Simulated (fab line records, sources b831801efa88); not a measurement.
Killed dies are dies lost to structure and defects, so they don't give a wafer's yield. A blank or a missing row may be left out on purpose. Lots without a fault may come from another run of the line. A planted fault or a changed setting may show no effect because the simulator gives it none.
A struck lot beside a sound one | flow sky130 | 37 steps out of a route of 708
Sound: wafers L124.1, L124.3, L124.6. Struck: wafers L138.3, L138.4, L138.6. The cause comes at the end.
At each step with rows: each side's tool, then ch and its chambers, then its first start. Under that, the readings that differ: sound wafers | struck wafers | difference of the means | sigmas: that difference in standard deviations of wafers without a fault.
alike: readings whose means differ by less than 2 such deviations, and words and numbers that are the same on both sides. not compared: withheld readings, readings that some wafer has no value for, bounds like >300 that may hide the same value, and numbers for which the record gives no deviation and whose values overlap.
The two part at a step that has a row with sigmas, a row that says differs or no value, or rows on one side only. Numbers that don't overlap but have no deviation are shown without sigmas and don't part them. A reading that every wafer of one side lacks parts them only if that side has two wafers or more.

first, 10 steps without rows for these wafers: SKY_LDD_LDN_SOFTBAKE_03 (time 60 s); SKY_LDD_LDN_EXPOSE_04 (exposes mask LDNTM, target cd 700 nm); SKY_LDD_LDN_PEB_05; SKY_LDD_LDN_DEVELOP_06 (develop time 60 s); SKY_LDD_LDN_IMPLANT_08; SKY_LDD_LDN_IMPLANT_09; SKY_LDD_LDN_IMPLANT_10; SKY_LDD_LDN_IMPLANT_11; SKY_LDD_LDN_STRIP_12 (strips in O2/N2); SKY_LDD_LDN_CLEAN_14 (cleans in SC1/SC2, time 150 s).
SKY_SPACER_CVD_00: deposits Si3N4 from DCS/NH3, target thk 43.1 nm, time 740 s.
  sound on lpcvd-02 ch 1, day 23 17:04; struck on lpcvd-02 ch 1, day 29 06:02
  reading                                  | sound             | struck            | difference | sigmas
  pressure_mtorr (mTorr)                   | 251.4 249.6 250.1 | 124.5 125.0 125.2 | -125.5     | -99 or more
  model.Si3N4_of_SPACER_CVD_00.thk_nm (nm) | 43 42.58 42.34    | 34.47 34.16 34.28 | -8.34      |
  alike: zone_power_centre_pct
SKY_SPACER_THK_MEAS_01:
  sound on film_metro-03, day 23 18:16; struck on film_metro-04, day 29 07:15
  reading                | sound          | struck         | difference | sigmas
  SPACER_CVD_00_THK (nm) | 43.0 42.6 42.3 | 34.4 34.1 34.3 | -8.4       | -19
SKY_SPACER_ETCHBACK_02: etches Si3N4 in CH3F/O2, stops on SiO2, time 46.7 s, target depth 45 nm.
  sound on rie_diel-04 ch 0,2, day 23 18:20; struck on rie_diel-03 ch 1,2,3, day 29 07:17
  reading                  | sound             | struck            | difference | sigmas
  oes_product_au (a.u.)    | 0.850 0.847 0.839 | 0.751 0.749 0.761 | -0.092     | -13
  model.etch.depth_nm (nm) | 43 42.58 42.34    | 34.47 34.16 34.28 | -8.34      |
  alike: O2_flow_sccm, drypump_motor_current_A, throttle_valve_pct
  not compared: rf_hours_counter_h
then, 22 steps without rows for these wafers: SKY_POLY_CUT_DEHYDRATE_00 (time 60 s); SKY_POLY_CUT_HMDS_01 (prime time 60 s); SKY_POLY_CUT_COAT_02 (resist thk 60 nm); SKY_POLY_CUT_COAT_03 (resist thk 450 nm); SKY_POLY_CUT_SOFTBAKE_04 (time 90 s); SKY_POLY_CUT_EXPOSE_05 (exposes mask NPCM, target cd 270 nm); SKY_POLY_CUT_PEB_06; SKY_POLY_CUT_DEVELOP_07 (develop time 60 s); SKY_POLY_CUT_ETCH_10 (etches BARC in N2/H2, stops on SiO2, time 45.9 s, target depth 60 nm); SKY_POLY_CUT_ETCH_11 (etches Si3N4 in CF4/CH2F2/Ar, stops on poly-Si, time 42.5 s, target depth 60 nm); SKY_POLY_CUT_STRIP_12 (strips in O2/N2); SKY_SD_P_DEHYDRATE_00 (time 60 s); SKY_SD_P_HMDS_01 (prime time 60 s); SKY_SD_P_COAT_02 (resist thk 1140 nm); SKY_SD_P_SOFTBAKE_03 (time 60 s); SKY_SD_P_EXPOSE_04 (exposes mask PSDM, target cd 380 nm); SKY_SD_P_PEB_05; SKY_SD_P_DEVELOP_06 (develop time 60 s); SKY_SD_P_IMPLANT_09; SKY_SD_P_STRIP_10 (strips in O2/N2); SKY_RES_XHIGH_DEHYDRATE_00 (time 60 s); SKY_RES_XHIGH_HMDS_01 (prime time 60 s).
-- the record jumps here: 5 days lie between the struck wafers' starts before and after (it left off in module RES_XHIGH and takes up again in module SALICIDE, whose first step shown is number 361 of the route) --
SKY_SALICIDE_CLEAN_00: cleans in HF-last, time 30 s.
  sound on wet_bench-02 ch 1, day 28 14:17; struck on wet_bench-03 ch 0, day 33 21:32
  reading                                  | sound             | struck           | difference | sigmas
  model.Si3N4_of_SPACER_CVD_00.thk_nm (nm) | 42.02 41.59 41.36 | 33.5 33.19 33.31 | -8.3       |
-- the record jumps here: 16 days lie between the struck wafers' starts before and after (it left off in module SALICIDE and takes up again in module PAD_OPEN, whose first step shown is number 708 of the route) --
SKY_PAD_OPEN_PROBE_99:
  sound on prober-01, day 46 02:35; struck on prober-01, day 49 19:59
  reading                                 | sound             | struck            | difference | sigmas
  model.etest.pfet_01v8.r_on_ohm_um       | 2908 2855 2854    | 2541 2617 2665    | -265       |
  model.etest.nfet_g5v0d10v5.r_on_ohm_um  | 1906 1911 1899    | 1796 1803 1826    | -97        |
  model.etest.sonos_uncharged.r_on_ohm_um | 820.9 823.4 811.2 | 759.2 751.1 753   | -64.1      |
  model.etest.pfet_01v8.drive_ua_um       | 193 196.4 196.8   | 224.3 218.2 213.2 | +23.2      |
  model.etest.nfet_01v8_lvt.drive_ua_um   | 578 585.7 588.3   | 610.3 594.4 598.6 | +17.1      |
  model.etest.sram_pfet_latch.drive_ua_um | 139.2 139.9 137.6 | 166.9 162.4 160.8 | +24.5      |
  model.etest.pfet_01v8_hvt.drive_ua_um   | 142.5 147.1 146.7 | 170.2 163.8 159.2 | +19.0      |
  model.etest.pfet_01v8_mvt.drive_ua_um   | 152.3 153.8 153.6 | 167.1 164.1 161.5 | +11.0      |
  alike: killed_at_M0_to_M3, killed_at_M4_up, killed_at_contacts, killed_at_front_end, killed_at_other, killed_dies, killed_open, killed_short

WHERE THEY PART
First at SKY_SPACER_CVD_00; last, within this record, at SKY_SPACER_ETCHBACK_02. Later steps at which nothing parts them and some readings are alike: SKY_PAD_OPEN_PROBE_99.

WHY: what the simulator had put in
Process parameter drift: lpcvd-02, from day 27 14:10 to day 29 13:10, at SKY_SPACER_CVD_00. Setting pressure_mtorr, moved by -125, from 250. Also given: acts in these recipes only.
